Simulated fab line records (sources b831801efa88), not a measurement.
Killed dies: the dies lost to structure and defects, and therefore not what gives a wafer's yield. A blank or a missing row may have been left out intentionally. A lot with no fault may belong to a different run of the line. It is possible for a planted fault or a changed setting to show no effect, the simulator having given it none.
Problem report in the 8D (eight disciplines) form, filled by code | flow sky130 | the parts of the form that need people (team, actions taken, sign-off) are left out

== 1. THE ISSUE ==
At SKY_LI_CONTACT_ETCH_15, oesProductAu averages 0.792 a.u. over 6 wafers from 2 lots, while fault-free wafers read 0.837 a.u., standard deviation 0.0048. That is -9.4 standard deviations from the usual mean.
The step: etches PSG in C4F8/O2/Ar, stops on Si, target depth 600 nm.
The first sign was on wafer L310.3 at day 34 08:49, on rieDiel-01. At this step, 33 wafers from 11 lots have a number in the record. Rule for "out", or "out of limits": more than 4 standard deviations from the usual mean. The rest of the wafers with a number are treated as sound.

== 2. WHAT IT IS, WHAT IT ISN'T ==
question                    | is                     | is not
which readings at this step | oesProductAu           | -
which lots                  | L310, L311             | L295, L298, L299, L303, L305, L306, L308, L309, L312
which wafers of those lots  | all that have a number | -
read on which tools         | rieDiel-01             | rieDiel-02
when                        | from day 34 08:49      | up to then (24 sound wafers); but 3 sound wafers of L312 came after

== 3. SUSPECTS, AND WHAT RULES EACH OUT ==
Counting: a tool at any process step up to the reading remains a suspect when it ran all the lots that are out and ran no sound lot after the first of those.
- cmp-01 at SKY_LI_CONTACT_CMP_02 (polishes PSG): kept. Every lot that is out went through it, starting with L310 (day 33 05:46), and after that it ran no sound lot; the last sound lot it ran before then is L309 (day 33 02:10).
- rieDiel-01 at SKY_LI_CONTACT_ETCH_15 (etches PSG in C4F8/O2/Ar, stops on Si, target depth 600 nm): kept. Every lot that is out went through it, starting with L310 (day 34 08:49), and after that it ran no sound lot; the last sound lot it ran before then is L306 (day 33 11:35). On those wafers its own readings are out: oesProductAu.
What counting leaves: cmp-01 at SKY_LI_CONTACT_CMP_02 and rieDiel-01 at SKY_LI_CONTACT_ETCH_15.

== 4. THE CAUSE (what the simulator had put in) ==
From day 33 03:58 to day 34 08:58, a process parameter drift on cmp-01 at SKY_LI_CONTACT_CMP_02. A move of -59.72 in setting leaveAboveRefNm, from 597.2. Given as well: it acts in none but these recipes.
After counting, 2 suspects remain, this tool included.

== 5. THE EFFECT CHAIN, in route order ==
Each row: a reading where the mean over the struck wafers with a number is more than 3 standard deviations away from the usual. Readings are gone through only where the record gives a usual standard deviation; hours: the median, over the lots, of the time from a lot's start at the first step in this table giving one to that lot's start at this step; sigmas: the change measured in usual standard deviations.
hours | step                   | reading      | usual      | on struck wafers | change | sigmas
0     | SKY_LI_CONTACT_ETCH_15 | oesProductAu | 0.837 a.u. | 0.792            | -0.045 | -9.4
It contains these process steps:
- SKY_LI_CONTACT_ETCH_15: etches PSG in C4F8/O2/Ar, stops on Si, target depth 600 nm.
At these later measuring or inspecting steps, every struck wafer for which the step has a row has a number for every such reading, and none has moved that far: SKY_LOCAL_INTERCONNECT_CD_MEAS_11, SKY_CONTACT_RS_MEAS_25.

== 6. HOW IT WOULD HAVE BEEN CAUGHT EARLIER ==
In this record no reading fell out of limits until day 34 08:49, 29 hours after the fault had begun at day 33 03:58.
Of the tool readings at SKY_LI_CONTACT_CMP_02 for which the record gives a usual standard deviation, none was out on any struck wafer, so an alarm limit of 4 standard deviations on them would not have fired.
Lots out: 2; all had begun SKY_LI_CONTACT_CMP_02 on cmp-01 by day 34 08:49. Holding the tool at that point would not have protected any of them.
